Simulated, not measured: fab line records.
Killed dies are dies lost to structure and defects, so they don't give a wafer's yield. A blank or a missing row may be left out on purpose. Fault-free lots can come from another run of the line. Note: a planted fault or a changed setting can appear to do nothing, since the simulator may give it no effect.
Which tool was responsible? / flow gf180mcu / 39 wafers from 13 lots sampled at 5 of the route's 602 steps

## WHAT THE GAUGES SHOWED, per wafer
GF_M1_THK_MEAS_06: measures by xrf. Usual: M1_ALCU_THK 447 nm, standard deviation 7.2.
lot=L262; measured=day 16 07:39; on=film_metro-01; M1_ALCU_THK (nm)=431 441 444; flag=
lot=L263; measured=day 16 15:57; on=film_metro-04; M1_ALCU_THK (nm)=455 455 450; flag=
lot=L264; measured=day 16 20:20; on=film_metro-02; M1_ALCU_THK (nm)=444 455 455; flag=
lot=L267; measured=day 17 21:05; on=film_metro-04; M1_ALCU_THK (nm)=453 448 458; flag=
lot=L268; measured=day 18 06:32; on=film_metro-02; M1_ALCU_THK (nm)=456 454 446; flag=
lot=L269; measured=day 18 18:46; on=film_metro-01; M1_ALCU_THK (nm)=444 447 447; flag=
lot=L270; measured=day 19 04:40; on=film_metro-01; M1_ALCU_THK (nm)=443 435 434; flag=
lot=L272; measured=day 20 03:35; on=film_metro-04; M1_ALCU_THK (nm)=454 447 454; flag=
lot=L274; measured=day 20 18:28; on=film_metro-01; M1_ALCU_THK (nm)=448 439 444; flag=
lot=L275; measured=day 21 01:31; on=film_metro-01; M1_ALCU_THK (nm)=448 446 447; flag=
lot=L276; measured=day 21 12:15; on=film_metro-04; M1_ALCU_THK (nm)=442 434 432; flag=
lot=L280; measured=day 22 18:29; on=film_metro-01; M1_ALCU_THK (nm)=435 431 432; flag=
lot=L282; measured=day 23 14:14; on=film_metro-02; M1_ALCU_THK (nm)=453 452 451; flag=

GF_V1_CD_MEAS_14 targets a cd of 260 nm. Usual: cd_nm reads 259.5 nm (standard deviation 1.4).
lot=L262; measured=day 18 07:11; on=cd_sem-01; cd_nm (nm)=259.1 259.6 258.0; flag=
lot=L263; measured=day 18 15:49; on=cd_sem-01; cd_nm (nm)=261.5 261.4 261.4; flag=
lot=L264; measured=day 18 20:21; on=cd_sem-01; cd_nm (nm)=260.3 259.9 259.7; flag=
lot=L267; measured=day 19 22:54; on=cd_sem-01; cd_nm (nm)=260.3 261.2 261.3; flag=
lot=L268; measured=day 20 07:33; on=cd_sem-01; cd_nm (nm)=258.6 259.6 260.2; flag=
lot=L269; measured=day 20 22:14; on=cd_sem-01; cd_nm (nm)=259.1 258.9 258.9; flag=
lot=L270; measured=day 21 06:16; on=cd_sem-01; cd_nm (nm)=258.1 257.6 258.5; flag=
lot=L272; measured=day 22 04:36; on=cd_sem-02; cd_nm (nm)=259.7 259.6 260.7; flag=
lot=L274; measured=day 22 19:34; on=cd_sem-01; cd_nm (nm)=257.9 258.4 258.4; flag=
lot=L275; measured=day 23 01:55; on=cd_sem-02; cd_nm (nm)=260.9 260.3 260.7; flag=
lot=L276; measured=day 23 12:05; on=cd_sem-01; cd_nm (nm)=257.6 255.9 255.9; flag=
lot=L280; measured=day 24 17:32; on=cd_sem-01; cd_nm (nm)=262.4 261.7 262.3; flag=
lot=L282; measured=day 25 11:51; on=cd_sem-02; cd_nm (nm)=259.5 258.3 258.8; flag=

## WHAT TOOL EACH LOT RAN ON (gives the tool, then ch and the chambers of the sampled wafers, and finally the start)
lot=L262; GF_STI_ETCH_14=rie_si-01 ch 1,2,3, day 2 01:11; GF_LVPWELL_COAT_02=litho_track-01 ch 0, day 3 14:27; GF_LVPWELL_STRIP_10=plasma_asher-02 ch 0,1, day 3 21:43
lot=L263; GF_STI_ETCH_14=rie_si-01 ch 0,1,3, day 2 06:09; GF_LVPWELL_COAT_02=litho_track-04 ch 0, day 3 20:31; GF_LVPWELL_STRIP_10=plasma_asher-02 ch 0,1, day 4 03:46
lot=L264; GF_STI_ETCH_14=rie_si-01 ch 0,2,3, day 2 11:17; GF_LVPWELL_COAT_02=litho_track-01 ch 0, day 4 00:10; GF_LVPWELL_STRIP_10=plasma_asher-04 ch 0,1, day 4 07:07
lot=L267; GF_STI_ETCH_14=rie_si-02 ch 2,3, day 3 02:23; GF_LVPWELL_COAT_02=litho_track-03 ch 0, day 4 16:22; GF_LVPWELL_STRIP_10=plasma_asher-03 ch 0,1, day 4 23:53
lot=L268; GF_STI_ETCH_14=rie_si-01 ch 1,2,3, day 3 08:15; GF_LVPWELL_COAT_02=litho_track-03 ch 0, day 4 23:07; GF_LVPWELL_STRIP_10=plasma_asher-02 ch 0,1, day 5 07:01
lot=L269; GF_STI_ETCH_14=rie_si-01 ch 1,3, day 3 14:14; GF_LVPWELL_COAT_02=litho_track-04 ch 0, day 5 04:56; GF_LVPWELL_STRIP_10=plasma_asher-03 ch 0,1, day 5 12:17
lot=L270; GF_STI_ETCH_14=rie_si-01 ch 1,2,3, day 3 19:01; GF_LVPWELL_COAT_02=litho_track-01 ch 0, day 5 10:57; GF_LVPWELL_STRIP_10=plasma_asher-02 ch 0,1, day 5 19:27
lot=L272; GF_STI_ETCH_14=rie_si-02 ch 2,3, day 4 04:50; GF_LVPWELL_COAT_02=litho_track-04 ch 0, day 5 20:35; GF_LVPWELL_STRIP_10=plasma_asher-04 ch 0,1, day 6 08:28
lot=L274; GF_STI_ETCH_14=rie_si-02 ch 0,1,3, day 4 17:50; GF_LVPWELL_COAT_02=litho_track-01 ch 0, day 6 10:12; GF_LVPWELL_STRIP_10=plasma_asher-03 ch 0,1, day 6 17:33
lot=L275; GF_STI_ETCH_14=rie_si-01 ch 0,2, day 4 20:17; GF_LVPWELL_COAT_02=litho_track-01 ch 0, day 6 12:46; GF_LVPWELL_STRIP_10=plasma_asher-02 ch 1, day 6 20:36
lot=L276; GF_STI_ETCH_14=rie_si-01 ch 0,1, day 5 02:06; GF_LVPWELL_COAT_02=litho_track-03 ch 0, day 6 19:19; GF_LVPWELL_STRIP_10=plasma_asher-03 ch 0,1, day 7 04:07
lot=L280; GF_STI_ETCH_14=rie_si-01 ch 0,1,3, day 5 22:17; GF_LVPWELL_COAT_02=litho_track-04 ch 0, day 7 16:41; GF_LVPWELL_STRIP_10=plasma_asher-04 ch 0,1, day 8 01:06
lot=L282; GF_STI_ETCH_14=rie_si-02 ch 0,1,3, day 6 08:26; GF_LVPWELL_COAT_02=litho_track-04 ch 0, day 8 06:13; GF_LVPWELL_STRIP_10=plasma_asher-02 ch 0,1, day 8 15:23
- GF_STI_ETCH_14: etches Si in HBr/Cl2/O2, target depth 360 nm, time 102.9 s.
- GF_LVPWELL_COAT_02: resist thk 3000 nm.
- GF_LVPWELL_STRIP_10: strips in O2/N2.

## AS READ BY THE TOOLS THEMSELVES (means over the sampled wafers that have a number; for cases with no such wafer, the mark the record gives instead)
GF_STI_ETCH_14. Usual: bias_w 150.0 W, standard deviation 0.44; drypump_motor_current_A 5.7 A, standard deviation 0.48; he_backside_leak_sccm 2.62 sccm, standard deviation 0.16; oes_product_au 1.005 a.u., standard deviation 0.013; throttle_valve_pct 25.652 %, standard deviation 0.013.
lot=L262; tool=rie_si-01; bias_w (W)=150.3; drypump_motor_current_A (A)=5.6; he_backside_leak_sccm (sccm)=2.62; oes_product_au (a.u.)=1.018; throttle_valve_pct (%)=25.640; flag=
lot=L263; tool=rie_si-01; bias_w (W)=149.9; drypump_motor_current_A (A)=5.6; he_backside_leak_sccm (sccm)=2.55; oes_product_au (a.u.)=1.011; throttle_valve_pct (%)=25.650; flag=
lot=L264; tool=rie_si-01; bias_w (W)=150.1; drypump_motor_current_A (A)=5.5; he_backside_leak_sccm (sccm)=2.65; oes_product_au (a.u.)=1.003; throttle_valve_pct (%)=25.647; flag=
lot=L267; tool=rie_si-02; bias_w (W)=150.1; drypump_motor_current_A (A)=5.6; he_backside_leak_sccm (sccm)=2.53; oes_product_au (a.u.)=1.000; throttle_valve_pct (%)=25.654; flag=
lot=L268; tool=rie_si-01; bias_w (W)=150.1; drypump_motor_current_A (A)=5.5; he_backside_leak_sccm (sccm)=2.41; oes_product_au (a.u.)=1.009; throttle_valve_pct (%)=25.647; flag=
lot=L269; tool=rie_si-01; bias_w (W)=149.9; drypump_motor_current_A (A)=5.7; he_backside_leak_sccm (sccm)=2.53; oes_product_au (a.u.)=1.016; throttle_valve_pct (%)=25.647; flag=
lot=L270; tool=rie_si-01; bias_w (W)=149.9; drypump_motor_current_A (A)=5.5; he_backside_leak_sccm (sccm)=2.64; oes_product_au (a.u.)=1.020; throttle_valve_pct (%)=25.640; flag=
lot=L272; tool=rie_si-02; bias_w (W)=149.9; drypump_motor_current_A (A)=5.6; he_backside_leak_sccm (sccm)=2.59; oes_product_au (a.u.)=0.996; throttle_valve_pct (%)=25.660; flag=
lot=L274; tool=rie_si-02; bias_w (W)=150.3; drypump_motor_current_A (A)=6.1; he_backside_leak_sccm (sccm)=2.77; oes_product_au (a.u.)=0.996; throttle_valve_pct (%)=25.666; flag=
lot=L275; tool=rie_si-01; bias_w (W)=149.8; drypump_motor_current_A (A)=5.3; he_backside_leak_sccm (sccm)=2.79; oes_product_au (a.u.)=1.009; throttle_valve_pct (%)=25.653; flag=
lot=L276; tool=rie_si-01; bias_w (W)=150.1; drypump_motor_current_A (A)=5.6; he_backside_leak_sccm (sccm)=2.62; oes_product_au (a.u.)=1.015; throttle_valve_pct (%)=25.641; flag=
lot=L280; tool=rie_si-01; bias_w (W)=149.8; drypump_motor_current_A (A)=5.6; he_backside_leak_sccm (sccm)=2.53; oes_product_au (a.u.)=1.011; throttle_valve_pct (%)=25.654; flag=
lot=L282; tool=rie_si-02; bias_w (W)=150.1; drypump_motor_current_A (A)=6.1; he_backside_leak_sccm (sccm)=2.74; oes_product_au (a.u.)=0.996; throttle_valve_pct (%)=25.662; flag=

GF_LVPWELL_STRIP_10. Usual: drypump_motor_current_A 5.7 A, standard deviation 0.45; heater_power_w 322 W, standard deviation 31; oes_product_au 0.723 a.u., standard deviation 0.0052; strip_time_to_endpoint_s 36.96 s, standard deviation 0.11.
lot=L262; tool=plasma_asher-02; drypump_motor_current_A (A)=5.2; heater_power_w (W)=332; oes_product_au (a.u.)=0.723; strip_time_to_endpoint_s (s)=36.89; flag=
lot=L263; tool=plasma_asher-02; drypump_motor_current_A (A)=5.2; heater_power_w (W)=331; oes_product_au (a.u.)=0.724; strip_time_to_endpoint_s (s)=36.91; flag=
lot=L264; tool=plasma_asher-04; drypump_motor_current_A (A)=6.0; heater_power_w (W)=330; oes_product_au (a.u.)=0.720; strip_time_to_endpoint_s (s)=37.17; flag=
lot=L267; tool=plasma_asher-03; drypump_motor_current_A (A)=5.9; heater_power_w (W)=306; oes_product_au (a.u.)=0.721; strip_time_to_endpoint_s (s)=37.02; flag=
lot=L268; tool=plasma_asher-02; drypump_motor_current_A (A)=5.1; heater_power_w (W)=349; oes_product_au (a.u.)=0.725; strip_time_to_endpoint_s (s)=37.09; flag=
lot=L269; tool=plasma_asher-03; drypump_motor_current_A (A)=5.9; heater_power_w (W)=310; oes_product_au (a.u.)=0.724; strip_time_to_endpoint_s (s)=36.95; flag=
lot=L270; tool=plasma_asher-02; drypump_motor_current_A (A)=5.2; heater_power_w (W)=337; oes_product_au (a.u.)=0.724; strip_time_to_endpoint_s (s)=36.88; flag=
lot=L272; tool=plasma_asher-04; drypump_motor_current_A (A)=5.9; heater_power_w (W)=327; oes_product_au (a.u.)=0.718; strip_time_to_endpoint_s (s)=36.99; flag=
lot=L274; tool=plasma_asher-03; drypump_motor_current_A (A)=6.0; heater_power_w (W)=287; oes_product_au (a.u.)=0.719; strip_time_to_endpoint_s (s)=36.90; flag=
lot=L275; tool=plasma_asher-02; drypump_motor_current_A (A)=5.0; heater_power_w (W)=361; oes_product_au (a.u.)=0.724; strip_time_to_endpoint_s (s)=36.81; flag=
lot=L276; tool=plasma_asher-03; drypump_motor_current_A (A)=6.0; heater_power_w (W)=288; oes_product_au (a.u.)=0.724; strip_time_to_endpoint_s (s)=37.15; flag=
lot=L280; tool=plasma_asher-04; drypump_motor_current_A (A)=5.7; heater_power_w (W)=336; oes_product_au (a.u.)=0.720; strip_time_to_endpoint_s (s)=35.43; flag=OFF
lot=L282; tool=plasma_asher-02; drypump_motor_current_A (A)=5.1; heater_power_w (W)=351; oes_product_au (a.u.)=0.726; strip_time_to_endpoint_s (s)=35.54; flag=OFF

## THE ANSWER, worked out from the rows above alone
Rule: take the mean of a lot's wafers that have a number; if it is more than 3 standard deviations from the usual mean, the lot is off. A lot without any number at a reading at which 4 lots or more have one is off too. All remaining lots with rows at the step are treated as sound. Order of review: gauges by route order, followed by the tools' own readings, for which a lot's mean as printed above is used. The first step at which some lot is off is used, and at that step the reading that is off furthest; a lot without a number counts as furthest.
Off: L280, L282, at GF_LVPWELL_STRIP_10 (strip_time_to_endpoint_s).
A tool fits if, at that step or a process step before it, it ran every lot that is off, and no sound lot after the first of them. One fits: litho_track-04 at GF_LVPWELL_COAT_02. A fault onset in the window from L272 (day 5 20:35, its last sound lot) to L280 (day 7 16:41, its first lot off) fits.

## WHAT WAS PUT IN BY THE SIMULATOR
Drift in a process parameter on litho_track-04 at GF_LVPWELL_COAT_02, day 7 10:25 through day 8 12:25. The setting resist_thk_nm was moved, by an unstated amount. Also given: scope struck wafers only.
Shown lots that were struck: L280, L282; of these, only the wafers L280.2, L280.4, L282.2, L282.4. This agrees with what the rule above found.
